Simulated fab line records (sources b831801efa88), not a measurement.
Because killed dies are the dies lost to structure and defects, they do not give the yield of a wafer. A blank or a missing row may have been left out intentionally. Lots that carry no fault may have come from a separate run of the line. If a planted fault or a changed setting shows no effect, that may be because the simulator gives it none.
fab line records	flow sky130
record lots=6	wafers=18	last-day=50
route steps=708 shown CONTACT@424 METAL1@434 PAD_OPEN@708
lots that met no fault: taken from a fault-free run of the same line
start-h: hours from the record's opening day to when the first of the lot's shown wafers began	wait-h: hours since the lot's step before	" as in the row above	L1.1+2: one row covering several wafers at once	- no value present, or no start provided	* or withheld: withheld	< > ~ a bound
route shown NAME@n: a module of which the file shows steps, and the number in the route of the first	usual: mean and standard deviation over wafers with no fault	same: alike in all rows	chamber/n: place in a boat	sites: readings site by site	_std_site: standard deviation of those values	_edge_site: outer sites' mean less inner sites'	radius-mm: for every site, how far away it sits from the centre of the wafer	mask NAME#n: copy n	behind: the tool/chamber that last shaped the wafer	hold: why the lot was held/for how many hours/how that ended	device: names the non-switching transistor (n, p or np)	end of line: the same wafers' tests at the end of the route	a step given without rows: its recipe and nothing more	killed: at the first sort, the dies lost to defects and structure; wafer yield is something else	map: the dies of a wafer, with x for killed, . for not killed, _ for no die there
set.NAME: setting as actually run; set.NAME@STEP: the setting as run at that earlier step	model.NAME: the simulator's own value behind a step, which no gauge read
lots seen at some steps along the route; tables by step, rows by wafer
services: a tool's chamber out of use, with start hour (start-h, from the record's first day; less than 0 if before it), hours out, and reason
## steps
# step SKY_CONTACT_ETCH_18
# recipe target=Si3N4	chemistry=CHF3/O2	stop-on=TiN	source-w=600	bias-w=200	pressure-mtorr=40	chf3-flow-sccm=50	O2_flow_sccm=5	time-s=39	target-depth-a=750
# step SKY_CONTACT_STRIP_19
# recipe chemistry=O2/N2	power-w=1400	pressure-mtorr=1500	platen-temp-c=withheld	o2-flow-sccm=3000	n2-flow-sccm=300	overash-fraction=0.5
# step SKY_CONTACT_STRIP_20
# recipe chemistry=post-etch-residue-remover	time-s=1200	temp-c=72.5
# step SKY_CONTACT_CLEAN_21
# recipe chemistry=IPA	time-s=180	temp-c=25
# step SKY_CONTACT_CLEAN_22
# recipe chemistry=O3/DIW	dry=n2-spin
# step SKY_CONTACT_SPUTTER_23
# recipe material=TiN	target-thk-nm=20	chamber-pressure-pa=5	power-w=4000	time-s=80
# usual cathode-dc-power-W=3999.9/0.75	throttle-valve-pct=29.7/1.1
lot.wafer	tool	chamber	start-h	wait-h	cathode-dc-power-W	throttle-valve-pct
L772.1	pvd-sputter-03	-	770.72	0.0	3999.4	28.9
L772.2	"	-	"	"	3999.6	31.6
L772.4	"	-	"	"	4001.5	28.2
L778.1	pvd-sputter-03	-	819.52	0.0	3998.5	28.1
L778.2	"	-	"	"	3998.6	30.5
L778.5	"	-	"	"	3998.6	28.1
L784.1	pvd-sputter-01	-	863.67	0.0	3999.8	28.5
L784.2	"	-	"	"	4000.4	28.8
L784.5	"	-	"	"	3999.5	29.0
L786.1	pvd-sputter-01	-	878.35	0.0	3999.8	29.0
L786.4	"	-	"	"	3999.2	31.2
L786.6	"	-	"	"	4000.5	31.2
L790.1	pvd-sputter-01	-	901.53	0.0	4000.2	31.0
L790.5	"	-	"	"	3999.2	28.6
L790.6	"	-	"	"	4001.2	31.1
L791.4	pvd-sputter-03	-	905.78	0.0	3999.7	31.6
L791.5	"	-	"	"	3999.9	30.4
L791.6	"	-	"	"	3998.6	29.0
# step SKY_CONTACT_CVD_24
# recipe material=W	target-thk-nm=340	time-s=102.12	temp-c=400	pressure-torr=40
# step SKY_CONTACT_RS_MEAS_25
# recipe thk-meas-gauge=four-point-probe	reads=W_of_CONTACT_CVD_24+TiN_of_CONTACT_SPUTTER_23
# usual CONTACT_W_RS=0.337/0.0045
lot.wafer	tool	chamber	start-h	wait-h	CONTACT_W_RS[ohm/sq]
L772.1	film-metro-03	-	770.89	0.1	0.328
L772.2	"	-	"	"	0.340
L772.4	"	-	"	"	0.343
L778.1	film-metro-02	-	819.69	0.1	0.332
L778.2	"	-	"	"	0.337
L778.5	"	-	"	"	0.331
L784.1	film-metro-01	-	863.84	0.1	0.335
L784.2	"	-	"	"	0.333
L784.5	"	-	"	"	0.330
L786.1	film-metro-02	-	878.53	0.1	0.334
L786.4	"	-	"	"	0.337
L786.6	"	-	"	"	0.332
L790.1	film-metro-03	-	901.70	0.1	0.338
L790.5	"	-	"	"	0.340
L790.6	"	-	"	"	0.340
L791.4	film-metro-02	-	905.98	0.1	0.332
L791.5	"	-	"	"	0.333
L791.6	"	-	"	"	0.341
# step SKY_CONTACT_THK_MEAS_26
# recipe thk-meas-gauge=xrf	reads=W_of_CONTACT_CVD_24
# usual CONTACT_W_THK=346/5.2
lot.wafer	tool	chamber	start-h	wait-h	CONTACT_W_THK[nm]
L772.1	film-metro-03	-	771.01	0.1	359
L772.2	"	-	"	"	344
L772.4	"	-	"	"	342
L778.1	film-metro-02	-	819.81	0.1	350
L778.2	"	-	"	"	345
L778.5	"	-	"	"	351
L784.1	film-metro-01	-	863.96	0.1	344
L784.2	"	-	"	"	344
L784.5	"	-	"	"	354
L786.1	film-metro-02	-	878.65	0.1	350
L786.4	"	-	"	"	347
L786.6	"	-	"	"	353
L790.1	film-metro-03	-	901.82	0.1	344
L790.5	"	-	"	"	342
L790.6	"	-	"	"	344
L791.4	film-metro-02	-	906.07	0.1	348
L791.5	"	-	"	"	345
L791.6	"	-	"	"	337
# step SKY_CONTACT_CMP_27
# recipe stop-on=SiO2	t-overpolish-s=15	down-force-psi=3.5	platen-rpm=60	target-thk-nm=0	pad-velocity-m-s=0.94248
# usual motor-current-A=10.8/1.1	overpolish-run-s=15.000/0.0081	time-to-endpoint-s=82/3.2
# same t-overpolish-s=15
lot.wafer	tool	chamber	start-h	wait-h	motor-current-A	overpolish-run-s	time-to-endpoint-s
L772.4	cmp-02	0	771.07	0.0	10.5	15.007	82
L772.1	"	1	"	"	11.5	15.003	90
L772.2	"	2	"	"	12.1	15.007	85
L778.2	cmp-01	2	819.92	0.1	8.9	14.995	79
L778.1	"	0	"	"	11.5	14.999	84
L778.5	"	2	"	"	8.3	14.999	83
L784.1	cmp-02	3	864.02	0.1	11.1	15.000	84
L784.2	"	1	"	"	11.4	14.992	82
L784.5	"	0	"	"	10.5	15.013	84
L786.1	cmp-02	0	878.71	0.1	10.4	14.982	81
L786.4	"	3	"	"	11.4	15.000	85
L786.6	"	1	"	"	11.3	15.004	80
L790.1	cmp-01	3	901.93	0.1	11.5	14.999	82
L790.5	"	2	"	"	8.3	15.008	82
L790.6	"	3	"	"	10.4	14.997	78
L791.4	cmp-01	1	906.20	0.1	9.9	15.006	86
L791.6	"	3	"	"	11.2	14.999	83
L791.5	"	0	"	"	11.0	14.997	89
# step SKY_METAL1_SPUTTER_00
# recipe material=Ti	target-thk-nm=15	power-w=3000	time-s=10	chamber-pressure-pa=0.4
# usual cathode-dc-power-W=3000.0/0.55	throttle-valve-pct=30.0/0.93
lot.wafer	tool	chamber	start-h	wait-h	cathode-dc-power-W	throttle-valve-pct
L772.1	pvd-sputter-02	-	771.37	0.2	2999.1	30.5
L772.2	"	-	"	"	3000.4	29.5
L772.4	"	-	"	"	3000.1	31.2
L778.1	pvd-sputter-04	-	820.17	0.1	3000.4	29.2
L778.2	"	-	"	"	3000.3	29.8
L778.5	"	-	"	"	2999.9	29.1
L784.1	pvd-sputter-02	-	864.32	0.2	3000.5	30.4
L784.2	"	-	"	"	2999.4	29.7
L784.5	"	-	"	"	2999.3	29.7
L786.1	pvd-sputter-02	-	879.01	0.2	2999.9	30.2
L786.4	"	-	"	"	3000.8	31.0
L786.6	"	-	"	"	2999.5	29.8
L790.1	pvd-sputter-04	-	902.18	0.2	3000.1	30.2
L790.5	"	-	"	"	3000.2	29.8
L790.6	"	-	"	"	3000.4	30.2
L791.4	pvd-sputter-04	-	906.40	0.1	3000.0	29.6
L791.5	"	-	"	"	3000.1	29.1
L791.6	"	-	"	"	2998.7	30.1
# step SKY_METAL1_SPUTTER_01
# recipe material=TiN	target-thk-nm=20	power-w=6500	time-s=16.7	chamber-pressure-pa=0.4
# usual cathode-dc-power-W=6500.2/1.1	throttle-valve-pct=29.9/0.91
lot.wafer	tool	chamber	start-h	wait-h	cathode-dc-power-W	throttle-valve-pct
L772.1	pvd-sputter-02	-	771.40	0.0	6500.1	30.2
L772.2	"	-	"	"	6498.7	29.6
L772.4	"	-	"	"	6499.9	31.4
L778.1	pvd-sputter-04	-	820.20	0.0	6499.1	29.2
L778.2	"	-	"	"	6500.9	29.9
L778.5	"	-	"	"	6501.5	28.8
L784.1	pvd-sputter-02	-	864.34	0.0	6500.8	30.4
L784.2	"	-	"	"	6500.8	29.6
L784.5	"	-	"	"	6501.0	29.7
L786.1	pvd-sputter-02	-	879.03	0.0	6498.9	30.3
L786.4	"	-	"	"	6498.6	31.3
L786.6	"	-	"	"	6499.9	29.8
L790.1	pvd-sputter-04	-	902.20	0.0	6500.9	30.1
L790.5	"	-	"	"	6500.2	29.5
L790.6	"	-	"	"	6499.6	30.0
L791.4	pvd-sputter-04	-	906.42	0.0	6500.6	30.0
L791.5	"	-	"	"	6501.7	29.4
L791.6	"	-	"	"	6502.7	29.9
# step SKY_METAL1_SPUTTER_02
# recipe material=AlCu	target-thk-nm=250	power-w=10600	time-s=13.3	chamber-pressure-pa=0.4
# usual cathode-dc-power-W=10600/1.9	throttle-valve-pct=29.9/0.92
lot.wafer	tool	chamber	start-h	wait-h	cathode-dc-power-W	throttle-valve-pct	model.AlCu_of_METAL1_SPUTTER_02.thk-nm
L772.1	pvd-sputter-02	-	771.42	0.0	10596	30.2	245.5
L772.2	"	-	"	"	10599	29.4	253.7
L772.4	"	-	"	"	10601	31.6	247.7
L778.1	pvd-sputter-04	-	820.22	0.0	10599	29.4	250.8
L778.2	"	-	"	"	10600	30.0	249.8
L778.5	"	-	"	"	10600	28.9	251.3
L784.1	pvd-sputter-02	-	864.37	0.0	11245	30.4	263.1
L784.2	"	-	"	"	11245	29.4	272
L784.5	"	-	"	"	11244	29.5	271.7
L786.1	pvd-sputter-02	-	879.05	0.0	11248	30.3	259.4
L786.4	"	-	"	"	11243	31.4	267
L786.6	"	-	"	"	11244	29.6	265.5
L790.1	pvd-sputter-04	-	902.23	0.0	10601	29.9	252
L790.5	"	-	"	"	10602	29.4	257.6
L790.6	"	-	"	"	10599	29.6	252.9
L791.4	pvd-sputter-04	-	906.45	0.0	10596	29.3	252.6
L791.5	"	-	"	"	10602	29.6	244.4
L791.6	"	-	"	"	10598	29.9	248.1
# step SKY_METAL1_SPUTTER_03
# recipe material=Ti	target-thk-nm=5	power-w=3000	time-s=3.3	chamber-pressure-pa=0.4
# usual cathode-dc-power-W=3000.0/0.63	throttle-valve-pct=29.9/0.91
lot.wafer	tool	chamber	start-h	wait-h	cathode-dc-power-W	throttle-valve-pct
L772.1	pvd-sputter-02	-	771.45	0.0	2999.8	30.4
L772.2	"	-	"	"	3000.8	29.5
L772.4	"	-	"	"	3000.4	31.3
L778.1	pvd-sputter-04	-	820.25	0.0	3000.0	29.5
L778.2	"	-	"	"	2998.6	29.9
L778.5	"	-	"	"	3000.2	29.0
L784.1	pvd-sputter-02	-	864.39	0.0	3000.5	30.2
L784.2	"	-	"	"	2999.7	29.8
L784.5	"	-	"	"	2999.6	29.4
L786.1	pvd-sputter-02	-	879.08	0.0	3000.1	30.3
L786.4	"	-	"	"	3001.6	31.3
L786.6	"	-	"	"	2999.7	29.9
L790.1	pvd-sputter-04	-	902.25	0.0	3000.4	30.2
L790.5	"	-	"	"	3002.3	29.7
L790.6	"	-	"	"	3000.5	30.0
L791.4	pvd-sputter-04	-	906.47	0.0	3000.2	29.7
L791.5	"	-	"	"	3000.5	29.2
L791.6	"	-	"	"	2999.8	30.2
# step SKY_METAL1_SPUTTER_04
# recipe material=TiN	target-thk-nm=70	power-w=6500	time-s=58.3	chamber-pressure-pa=0.4
# step SKY_METAL1_RS_MEAS_05
# recipe thk-meas-gauge=four-point-probe	reads=TiN_of_METAL1_SPUTTER_04+Ti_of_METAL1_SPUTTER_03+AlCu_of_METAL1_SPUTTER_02+TiN_of_METAL1_SPUTTER_01+Ti_of_METAL1_SPUTTER_00
# usual METAL1_ALCU_RS=0.1261/0.0019
lot.wafer	tool	chamber	start-h	wait-h	hold	METAL1_ALCU_RS[ohm/sq]
L772.1	film-metro-01	-	771.51	0.0	-	0.1289
L772.2	"	-	"	"	-	0.1245
L772.4	"	-	"	"	-	0.1280
L778.1	film-metro-04	-	820.31	0.0	-	0.1260
L778.2	"	-	"	"	-	0.1265
L778.5	"	-	"	"	-	0.1260
L784.1	film-metro-04	-	864.46	0.0	await-dispo/0.2h/release	0.1202
L784.2	"	-	"	"	await-dispo/0.2h/release	0.1160
L784.5	"	-	"	"	await-dispo/0.2h/release	0.1161
L784.1	film-metro-04	-	864.74	0.3	-	0.1203
L784.2	"	-	"	"	-	0.1163
L784.5	"	-	"	"	-	0.1161
L786.1	film-metro-03	-	879.15	0.0	await-dispo/0.2h/release	0.1222
L786.4	"	-	"	"	await-dispo/0.2h/release	0.1183
L786.6	"	-	"	"	await-dispo/0.2h/release	0.1194
L786.1	film-metro-03	-	879.43	0.3	-	0.1223
L786.4	"	-	"	"	-	0.1185
L786.6	"	-	"	"	-	0.1195
L790.1	film-metro-04	-	902.32	0.0	-	0.1255
L790.5	"	-	"	"	-	0.1226
L790.6	"	-	"	"	-	0.1251
L791.4	film-metro-03	-	906.60	0.1	-	0.1255
L791.5	"	-	"	"	-	0.1299
L791.6	"	-	"	"	-	0.1280
# step SKY_METAL1_THK_MEAS_06
# recipe thk-meas-gauge=xrf	reads=AlCu_of_METAL1_SPUTTER_02
# usual METAL1_ALCU_THK=255/4.1
lot.wafer	tool	chamber	start-h	wait-h	hold	METAL1_ALCU_THK[nm]
L772.1	film-metro-01	-	771.63	0.1	-	248
L772.2	"	-	"	"	-	259
L772.4	"	-	"	"	-	255
L778.1	film-metro-04	-	820.43	0.1	-	254
L778.2	"	-	"	"	-	253
L778.5	"	-	"	"	-	254
L784.1	film-metro-04	-	868.13	3.4	await-dispo/0.2h/release	267
L784.2	"	-	"	"	await-dispo/0.2h/release	276
L784.5	"	-	"	"	await-dispo/0.2h/release	276
L784.1	film-metro-04	-	868.36	0.2	-	268
L784.2	"	-	"	"	-	277
L784.5	"	-	"	"	-	277
L786.1	film-metro-03	-	882.24	2.8	await-dispo/0.2h/release	264
L786.4	"	-	"	"	await-dispo/0.2h/release	270
L786.6	"	-	"	"	await-dispo/0.2h/release	268
L786.1	film-metro-03	-	882.47	0.2	-	263
L786.4	"	-	"	"	-	271
L786.6	"	-	"	"	-	272
L790.1	film-metro-04	-	902.44	0.1	-	256
L790.5	"	-	"	"	-	263
L790.6	"	-	"	"	-	257
L791.4	film-metro-03	-	906.69	0.1	-	256
L791.5	"	-	"	"	-	247
L791.6	"	-	"	"	-	251
# step SKY_PAD_OPEN_PROBE_99
# usual defect-limited-yield=82.8/2	killed_at_M0_to_M3=43/7.8	killed_at_M4_up=3.2/1.9	killed-at-contacts=24/5	killed-at-front-end=14/4.5	killed-at-other=0.2/0.41	killed-dies=84/9.6	killed-open=47/6.9	killed-short=38/6	sort_bin_3_pad_short=0.8/0.43	sort_bin_5_function=10.1/1.4	sort_bin_6_memory=6.3/1.1	sort-n-pass=408/9.6	sort-yield-pct=82.8/2
# same gross-dies=492	killed-at-back-side=0	sort_bin_4_leakage[%]=0	sort_bin_8_speed[%]=0
lot.wafer	tool	chamber	start-h	wait-h	defect-limited-yield[%]	killed_at_M0_to_M3	killed_at_M4_up	killed-at-contacts	killed-at-front-end	killed-at-other	killed-dies	killed-open	killed-short	sort_bin_3_pad_short[%]	sort_bin_5_function[%]	sort_bin_6_memory[%]	sort-n-pass	sort-yield-pct[%]	model.etest.met1.line-ohm-um	model.etest.met1.rs-ohm-sq
L772.1	prober-02	-	1096.95	0.1	82.7	49	7	20	9	0	85	45	40	0.2	10.2	6.9	407	82.7	0.905	0.1297
L772.2	prober-02	-	1097.00	0.1	81.3	48	1	33	10	0	92	57	35	0.6	9.8	8.3	400	81.3	0.9144	0.1271
L772.4	prober-02	-	1097.10	0.2	79.9	55	5	26	13	0	99	52	47	0.8	11.0	8.3	393	79.9	0.9665	0.1305
L778.1	prober-01	-	1139.46	0.1	83.3	36	7	23	16	0	82	42	40	1.0	8.9	6.7	410	83.3	0.8894	0.1278
L778.2	prober-01	-	1139.51	0.1	83.3	47	2	16	16	1	82	41	41	0.8	9.3	6.5	410	83.3	0.9405	0.1303
L778.5	prober-01	-	1139.66	0.2	83.3	44	2	20	16	0	82	46	36	0.4	11.4	4.9	410	83.3	0.8961	0.1271
L784.1	prober-01	-	1175.02	0.1	87.0	23	6	21	14	0	64	33	31	0.8	6.9	5.3	428	87.0	0.896	0.1225
L784.2	prober-01	-	1175.07	0.1	79.5	53	2	24	21	1	101	59	42	0.6	11.8	8.1	391	79.5	0.8062	0.1167
L784.5	prober-01	-	1175.22	0.2	83.9	36	1	23	19	0	79	42	37	0.4	9.6	6.1	413	83.9	0.8324	0.1176
L786.1	prober-01	-	1180.10	0.1	83.9	43	3	21	12	0	79	43	36	1.2	8.9	5.9	413	83.9	0.9315	0.1235
L786.4	prober-01	-	1180.25	0.2	83.3	35	1	23	23	0	82	44	38	0.2	9.6	6.9	410	83.3	0.8726	0.1203
L786.6	prober-01	-	1180.35	0.2	82.5	48	2	19	17	0	86	46	40	0.8	9.8	6.9	406	82.5	0.889	0.1215
L790.1	prober-01	-	1195.35	0.1	81.9	40	4	30	15	0	89	49	40	1.2	10.2	6.7	403	81.9	0.9273	0.1292
L790.5	prober-01	-	1195.55	0.2	84.3	36	4	27	10	0	77	38	39	1.0	8.9	5.7	415	84.3	0.9011	0.1261
L790.6	prober-01	-	1195.60	0.2	83.9	41	2	24	12	0	79	45	34	0.8	8.7	6.5	413	83.9	0.9054	0.127
L791.4	prober-01	-	1196.51	0.2	80.5	52	6	27	11	0	96	53	43	0.2	10.6	8.7	396	80.5	0.8974	0.1269
L791.5	prober-01	-	1196.56	0.2	83.7	40	1	31	7	1	80	46	34	0.6	10.6	5.1	412	83.7	0.9333	0.1302
L791.6	prober-01	-	1196.61	0.2	83.3	42	5	29	6	0	82	45	37	1.0	9.3	6.3	410	83.3	0.9107	0.1288
# killed by level:class
L772.1 VIA1:geometric-particle:open=13 CONTACT:geometric-particle:short=6 VIA2:geometric-particle:open=6 LI_CONTACT:geometric-particle:open=5 METAL2:geometric-particle:short=5 METAL4:geometric-particle:short=5 VIA3:geometric-particle:open=5 METAL1:geometric-particle:short=4
L772.2 CONTACT:geometric-particle:open=19 VIA2:geometric-particle:open=9 VIA1:geometric-particle:open=9 VIA3:geometric-particle:open=9 METAL2:geometric-particle:short=6 VIA3:geometric-particle:short=6 CONTACT:geometric-particle:short=4 METAL3:geometric-particle:short=3
L772.4 VIA1:geometric-particle:open=12 CONTACT:geometric-particle:open=11 METAL2:geometric-particle:short=10 VIA3:geometric-particle:open=9 VIA2:geometric-particle:open=8 METAL1:geometric-particle:short=6 FIELD_ISO:geometric-particle:short=5 CONTACT:geometric-particle:short=5
L778.1 VIA1:geometric-particle:open=12 LI_CONTACT:geometric-particle:open=7 CONTACT:geometric-particle:open=6 FIELD_ISO:geometric-particle:short=5 LI_CONTACT:geometric-particle:short=5 METAL4:geometric-particle:short=5 FIELD_ISO:geometric-particle:open=4 CONTACT:geometric-particle:short=4
L778.2 VIA1:geometric-particle:open=16 METAL1:geometric-particle:short=8 METAL2:geometric-particle:short=8 FIELD_ISO:geometric-particle:short=6 LI_CONTACT:geometric-particle:open=5 CONTACT:geometric-particle:short=5 POLY_GATE:geometric-particle:short=4 METAL2:geometric-particle:open=4
L778.5 VIA1:geometric-particle:open=13 METAL2:geometric-particle:short=9 VIA2:geometric-particle:open=7 LI_CONTACT:geometric-particle:open=6 CONTACT:geometric-particle:open=6 FIELD_ISO:geometric-particle:short=5 FIELD_ISO:geometric-particle:open=5 CONTACT:geometric-particle:short=5
L784.1 CONTACT:geometric-particle:open=7 CONTACT:geometric-particle:short=5 POLY_GATE:geometric-particle:open=4 LI_CONTACT:geometric-particle:open=4 VIA1:geometric-particle:short=4 VIA3:geometric-particle:open=4 METAL4:geometric-particle:short=4 POLY_GATE:geometric-particle:short=3
L784.2 VIA1:geometric-particle:open=17 METAL1:geometric-particle:short=11 LI_CONTACT:geometric-particle:open=9 VIA2:geometric-particle:open=6 POLY_GATE:geometric-particle:open=5 METAL2:geometric-particle:short=5 VIA3:geometric-particle:open=5 FIELD_ISO:geometric-particle:open=4
L784.5 LI_CONTACT:geometric-particle:open=7 METAL1:geometric-particle:short=7 VIA2:geometric-particle:open=7 CONTACT:geometric-particle:open=6 VIA3:geometric-particle:open=6 METAL3:geometric-particle:short=4 POLY_GATE:geometric-particle:short=4 SPACER:geometric-particle:short=4
L786.1 CONTACT:geometric-particle:open=14 VIA1:geometric-particle:open=11 METAL2:geometric-particle:short=9 METAL1:geometric-particle:short=5 VIA2:geometric-particle:open=5 POLY_GATE:geometric-particle:short=4 VIA2:geometric-particle:short=3 LI_CONTACT:geometric-particle:open=3
L786.4 LI_CONTACT:geometric-particle:open=10 VIA1:geometric-particle:open=7 VIA3:geometric-particle:open=7 FIELD_ISO:geometric-particle:short=6 POLY_GATE:geometric-particle:open=6 METAL1:geometric-particle:short=5 CONTACT:geometric-particle:open=4 METAL2:geometric-particle:short=4
L786.6 METAL1:geometric-particle:short=8 FIELD_ISO:geometric-particle:short=7 CONTACT:geometric-particle:open=7 VIA3:geometric-particle:open=7 VIA1:geometric-particle:open=6 METAL2:geometric-particle:short=6 VIA2:geometric-particle:open=6 FIELD_ISO:geometric-particle:open=5
L790.1 LI_CONTACT:geometric-particle:open=11 CONTACT:geometric-particle:open=8 VIA1:geometric-particle:open=8 VIA3:geometric-particle:open=8 VIA1:geometric-particle:short=6 FIELD_ISO:geometric-particle:short=5 POLY_GATE:geometric-particle:open=5 CONTACT:geometric-particle:short=5
L790.5 VIA1:geometric-particle:open=8 LOCAL_INTERCONNECT:geometric-particle:short=7 LI_CONTACT:geometric-particle:open=7 CONTACT:geometric-particle:open=7 METAL2:geometric-particle:short=7 POLY_GATE:geometric-particle:short=4 METAL1:geometric-particle:short=4 VIA3:geometric-particle:open=4
L790.6 VIA1:geometric-particle:open=13 CONTACT:geometric-particle:open=8 LI_CONTACT:geometric-particle:open=6 LOCAL_INTERCONNECT:geometric-particle:short=5 VIA2:geometric-particle:open=5 VIA3:geometric-particle:open=5 METAL1:geometric-particle:short=4 VIA1:geometric-particle:short=4
L791.4 VIA1:geometric-particle:open=13 CONTACT:geometric-particle:open=11 METAL2:geometric-particle:short=8 VIA2:geometric-particle:open=7 LI_CONTACT:geometric-particle:open=7 METAL1:geometric-particle:short=6 VIA1:geometric-particle:short=5 METAL3:geometric-particle:short=5
L791.5 CONTACT:geometric-particle:short=11 VIA1:geometric-particle:open=9 LI_CONTACT:geometric-particle:open=8 CONTACT:geometric-particle:open=7 VIA3:geometric-particle:open=5 VIA2:geometric-particle:open=5 METAL3:geometric-particle:short=3 LOCAL_INTERCONNECT:geometric-particle:short=3
L791.6 VIA1:geometric-particle:open=8 LI_CONTACT:geometric-particle:open=8 VIA3:geometric-particle:open=8 METAL3:geometric-particle:short=7 CONTACT:geometric-particle:open=6 CONTACT:geometric-particle:short=5 LOCAL_INTERCONNECT:geometric-particle:short=5 METAL1:geometric-particle:short=5
## services
tool	chamber	start-h	hours	kind
pvd-sputter-02	-	751.51	2.5	repair
cmp-02	-	753.88	0.4	repair
pvd-sputter-04	2	754.16	-	consumable-replace:kit
pvd-sputter-04	2	754.16	18.0	scheduled-down
pvd-sputter-04	2	754.16	18.0	vent-cycle
pvd-sputter-03	-	762.75	4.0	repair
pvd-sputter-04	-	767.82	3.7	repair
pvd-sputter-04	-	771.01	2.0	repair
pvd-sputter-02	0	777.09	-	consumable-replace:kit
pvd-sputter-02	0	777.09	18.0	scheduled-down
pvd-sputter-02	0	777.09	18.0	vent-cycle
cmp-02	-	782.36	5.3	repair
pvd-sputter-03	-	783.32	1.8	repair
pvd-sputter-01	-	783.51	7.0	repair
cmp-02	-	786.43	16.0	repair
pvd-sputter-04	-	793.38	1.8	repair
pvd-sputter-02	-	793.71	5.4	repair
pvd-sputter-02	-	797.55	25.6	repair
pvd-sputter-03	-	824.93	2.9	repair
cmp-02	-	843.23	4.8	pm
cmp-01	-	867.23	0.3	repair
pvd-sputter-02	-	871.33	5.8	repair
pvd-sputter-01	-	881.97	18.4	repair
cmp-01	-	891.98	5.2	pm
## key
first-sign step=SKY_METAL1_SPUTTER_02	reading=cathode-dc-power-W	direction=up	sigmas=99+	usual=10600	struck=11245
effect step=SKY_METAL1_RS_MEAS_05	reading=visit	direction=added
effect step=SKY_METAL1_THK_MEAS_06	reading=visit	direction=added
model-effect step=SKY_METAL1_SPUTTER_02	value=AlCu_of_METAL1_SPUTTER_02.thk-nm	without=251.2	struck=266.4
model-effect step=SKY_PAD_OPEN_PROBE_99	value=etest.met1.line-ohm-um	without=0.9259	struck=0.8713
met-at SKY_METAL1_SPUTTER_02
struck-wafers L784.1,L784.2,L784.5,L786.1,L786.4,L786.6
onset-between 771.42 864.37
fault kind=process-parameter-drift	tool=pvd-sputter-02	chamber=-	onset-h=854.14	steps=SKY_METAL1_SPUTTER_02	channel=power-w	offset=*	shape=step	end-h=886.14	acts-in=*	stated=*
